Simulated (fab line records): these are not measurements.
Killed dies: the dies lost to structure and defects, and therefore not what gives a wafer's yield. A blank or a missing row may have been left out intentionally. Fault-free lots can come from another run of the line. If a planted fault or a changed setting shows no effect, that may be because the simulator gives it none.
Problem report in the 8D (eight disciplines) form, filled by code -- flow sky130 -- the parts of the form that need people (team, actions taken, sign-off) are left out

== 1. PROBLEM STATEMENT ==
At SKY_LI_CONTACT_ETCH_14, run_length_s averages 117.1 s over 2 wafers from 2 lots, while fault-free wafers read 74.3 s, standard deviation 0.32. That is +99 or more standard deviations from the usual mean.
The step: etches BARC in N2/H2, stops on SiO2, time 45.9 s, target depth 60 nm.
Earliest sighting: wafer L924.6 on rie_diel-02 at day 33 16:38. Wafers with a number at this step in the record: 36, from 12 lots. Rule for "out", or "out of limits": more than 4 standard deviations from the usual mean. Any other wafer with a number is counted as sound.

== 2. WHAT THIS IS AND IS NOT ==
question,is,is not
which readings at this step,"run_length_s, oes_product_au",drypump_motor_current_A
which lots,"L924, L925","L911, L912, L914, L915, L916, L927, L928, L929, L930, L934"
which wafers of those lots,"L924.6, L925.1","L924.2, L924.3, L925.2, L925.6"
read on which tools,rie_diel-02,"rie_diel-01, rie_diel-04"
when,from day 33 16:38,"up to then (17 sound wafers); but 17 sound wafers of L925, L927, L928, L929, L930, L934 came after"

== 3. THE SUSPECTS, EACH WITH WHAT RULES IT OUT ==
Counting: any tool at a process step up to the reading remains a suspect provided it ran every lot that is out. Sound lots after the first of them don't rule it out here, since some wafers of a struck lot are sound.
- rie_diel-02 at SKY_LI_CONTACT_ETCH_14 (etches BARC in N2/H2, stops on SiO2, time 45.9 s, target depth 60 nm): kept. It processed each lot that is out (first: L924, day 33 16:38); up to then, its last sound lot is L915 (day 31 06:01). On those wafers its own readings are out: oes_product_au, run_length_s.
- Within rie_diel-02 at SKY_LI_CONTACT_ETCH_14: the wafers that are out ran in chamber 3; their sound lot-mates ran in chambers 0, 1, 2.
Left after counting: rie_diel-02 at SKY_LI_CONTACT_ETCH_14.

== 4. THE CAUSE (what the simulator had put in) ==
rie_diel-02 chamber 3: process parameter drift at SKY_LI_CONTACT_ETCH_14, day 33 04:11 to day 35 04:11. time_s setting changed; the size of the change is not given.
Counting left only this tool.

== 5. THE EFFECT CHAIN, in route order ==
One row per reading whose mean, taken over the struck wafers that have a number, lies over 3 standard deviations from the usual. Only readings whose record carries a usual standard deviation are examined. hours: median over the lots of the time between each lot's start at the first step of this table that gives one and its start at this step. sigmas: the change, counted in usual standard deviations.
hours,step,reading,usual,on struck wafers,change,sigmas
0,SKY_LI_CONTACT_ETCH_14,oes_product_au,0.855 a.u.,0.627,-0.228,-45
0,SKY_LI_CONTACT_ETCH_14,run_length_s,74.3 s,117.1,+42.8,+99 or more
0,SKY_LI_CONTACT_STRIP_16,oes_product_au,0.376 a.u.,0.353,-0.023,-5.0
0,SKY_LI_CONTACT_STRIP_16,strip_time_to_endpoint_s,3.499 s,3.052,-0.447,-15
The process steps in it:
- SKY_LI_CONTACT_ETCH_14: etches BARC in N2/H2, stops on SiO2, time 45.9 s, target depth 60 nm.
- SKY_LI_CONTACT_STRIP_16: strips in O2/N2.
Later measuring or inspecting steps at which every struck wafer that the step has a row for has a number for every such reading, and none has moved that far: SKY_LOCAL_INTERCONNECT_THK_MEAS_02.

== 6. HOW IT WOULD HAVE BEEN CAUGHT EARLIER ==
In this record no reading fell out of limits until day 33 16:38, 12 hours after the fault had begun at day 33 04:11.
